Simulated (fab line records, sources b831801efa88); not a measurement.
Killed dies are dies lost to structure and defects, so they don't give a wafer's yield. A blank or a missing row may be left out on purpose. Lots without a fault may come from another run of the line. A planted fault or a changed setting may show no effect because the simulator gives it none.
Problem report in the 8D (eight disciplines) form, filled by code | flow sfq_line | the parts of the form that need people (team, actions taken, sign-off) are left out

1. THE PROBLEM
head_pressure_psi at SFQ_TRILAYER_A5B_CMP_CMP_130 reads a mean of 2.765 psi on 3 wafers of 2 lots; wafers without a fault read 3.000 psi with a standard deviation of 0.0061. That is -39 standard deviations from the usual mean.
The step: polishes, stops on Nb, target thk 340.7 nm.
First seen on wafer L127.3, day 64 10:47, on cmp-01. The record holds 42 wafers of 14 lots with a number at this step. Rule for "out", or "out of limits": more than 4 standard deviations from the usual mean. The other wafers with a number count as sound.

2. WHAT IT IS AND WHAT IT IS NOT
question                    | is                     | is not
which readings at this step | head_pressure_psi      | motor_current_A
which lots                  | L127, L129             | L114, L115, L116, L117, L118, L119, L120, L125, L130, L132, L136, L137
which wafers of those lots  | L127.3, L129.3, L129.5 | L127.1, L127.4, L129.4
read on which tools         | cmp-01                 | cmp-02
when                        | from day 64 10:47      | up to then (26 sound wafers); but 13 sound wafers of L129, L130, L132, L136, L137 came after

3. SUSPECTS, AND WHAT RULES EACH OUT
Counting: a tool at a process step up to the reading stays a suspect if it ran every lot that is out. Sound lots after the first of them don't rule it out here, since some wafers of a struck lot are sound.
- rie_metal-03 at SFQ_TRILAYER_M5_STRIP_STRIP_127 (strips in O2): kept. It ran every lot that is out, first L127 (day 63 18:53); its last sound lot up to then is L120 (day 57 20:53).
- cmp-01 at SFQ_TRILAYER_A5B_CMP_CMP_130 (polishes, stops on Nb, target thk 340.7 nm): kept. It ran every lot that is out, first L127 (day 64 10:47); its last sound lot up to then is L125 (day 64 04:47). Its own readings are out on those wafers: head_pressure_psi.
- Within rie_metal-03 at SFQ_TRILAYER_M5_STRIP_STRIP_127: the wafers that are out ran in chamber 0; their sound lot-mates ran in chamber 1.
- Within cmp-01 at SFQ_TRILAYER_A5B_CMP_CMP_130: the wafers that are out ran in chamber 2; their sound lot-mates ran in chambers 0, 3.
Left after counting: rie_metal-03 at SFQ_TRILAYER_M5_STRIP_STRIP_127, cmp-01 at SFQ_TRILAYER_A5B_CMP_CMP_130.

4. THE CAUSE (what the simulator had put in)
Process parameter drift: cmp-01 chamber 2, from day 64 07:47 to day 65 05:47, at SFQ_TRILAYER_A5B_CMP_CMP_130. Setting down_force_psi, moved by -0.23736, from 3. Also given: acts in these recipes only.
Counting left 2 suspects, and this tool is among them.

5. THE CHAIN OF EFFECTS, in route order
Each row: a reading whose mean over the struck wafers that have a number lies more than 3 standard deviations from the usual. Only readings for which the record gives a usual standard deviation are gone through. hours: the time from each lot's start at the first step in this table that gives one to its start at this step, as a median over the lots. sigmas: the change in usual standard deviations.
hours | step                         | reading           | usual     | on struck wafers | change | sigmas
0     | SFQ_TRILAYER_A5B_CMP_CMP_130 | head_pressure_psi | 3.000 psi | 2.765            | -0.235 | -39
The process steps in it:
- SFQ_TRILAYER_A5B_CMP_CMP_130: polishes, stops on Nb, target thk 340.7 nm.

6. WHAT WOULD HAVE CAUGHT IT SOONER
In this record the first reading out of limits was taken at day 64 10:47, 3 hours after the fault began at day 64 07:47.
